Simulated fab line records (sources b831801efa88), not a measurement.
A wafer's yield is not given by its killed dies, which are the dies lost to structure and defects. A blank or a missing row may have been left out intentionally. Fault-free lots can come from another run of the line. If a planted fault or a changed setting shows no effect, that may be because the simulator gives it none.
Chamber matching + flow sky130 + cmp-01 running SKY_VIA2_CMP_02: 4 sister chambers
The step polishes SiO2. 8 wafers are shown with their chamber, then 8 later ones without.

== WAFERS, EACH WITH ITS CHAMBER ==
| wafer  | chamber | motor-current-A (A) | edge-zone-pressure-frac |
|--------|---------|---------------------|-------------------------|
| L758.3 | 2       | 13.5                | 1.007                   |
| L758.5 | 0       | 11.3                | 1.007                   |
| L760.3 | 1       | 12.2                | 1.005                   |
| L760.6 | 3       | 14.1                | 1.002                   |
| L762.1 | 1       | 12.0                | 0.999                   |
| L762.3 | 3       | 13.7                | 1.001                   |
| L762.4 | 0       | 11.0                | 1.003                   |
| L773.2 | 2       | 11.9                | 1.000                   |

== WAFERS MISSING THEIR CHAMBER ==
| wafer  | motor-current-A (A) | edge-zone-pressure-frac |
|--------|---------------------|-------------------------|
| L773.5 | 14.3                | 0.999                   |
| L773.6 | 12.7                | 1.002                   |
| L775.3 | 10.6                | 1.008                   |
| L775.4 | 14.6                | 0.999                   |
| L775.5 | 14.5                | 0.999                   |
| L776.1 | 13.9                | 1.002                   |
| L776.3 | 11.3                | 1.006                   |
| L776.4 | 13.0                | 1.002                   |

== EACH ONE'S CHAMBER ==
| wafer  | from the rows above          | in truth |
|--------|------------------------------|----------|
| L773.5 | can't be placed: 3 or 2      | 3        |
| L773.6 | can't be placed: 2 or 1 or 3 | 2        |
| L775.3 | can't be placed: 0 or 1      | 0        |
| L775.4 | 3                            | 3        |
| L775.5 | 3                            | 3        |
| L776.1 | can't be placed: 3 or 2      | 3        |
| L776.3 | can't be placed: 0 or 1      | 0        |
| L776.4 | can't be placed: 2 or 1 or 3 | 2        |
Placed correctly: 2 of 8. Can't be placed from these rows: 6 (the true chamber is among the candidates in 6). Placed wrongly: 0.
How it was worked out, from the rows above alone: a wafer's distance from a chamber is the root of the sum, over the readings, of the square of ((its reading less the chamber's mean) divided by the reading's scatter). If the next closest chamber is less than 2 further off than the closest, the wafer can't be placed; otherwise it belongs to the closest. A chamber's mean is the mean of its shown wafers. The scatter: take each reading less its chamber's mean, square it, sum over the shown wafers, divide by the number of wafers less the number of chambers, and take the root.
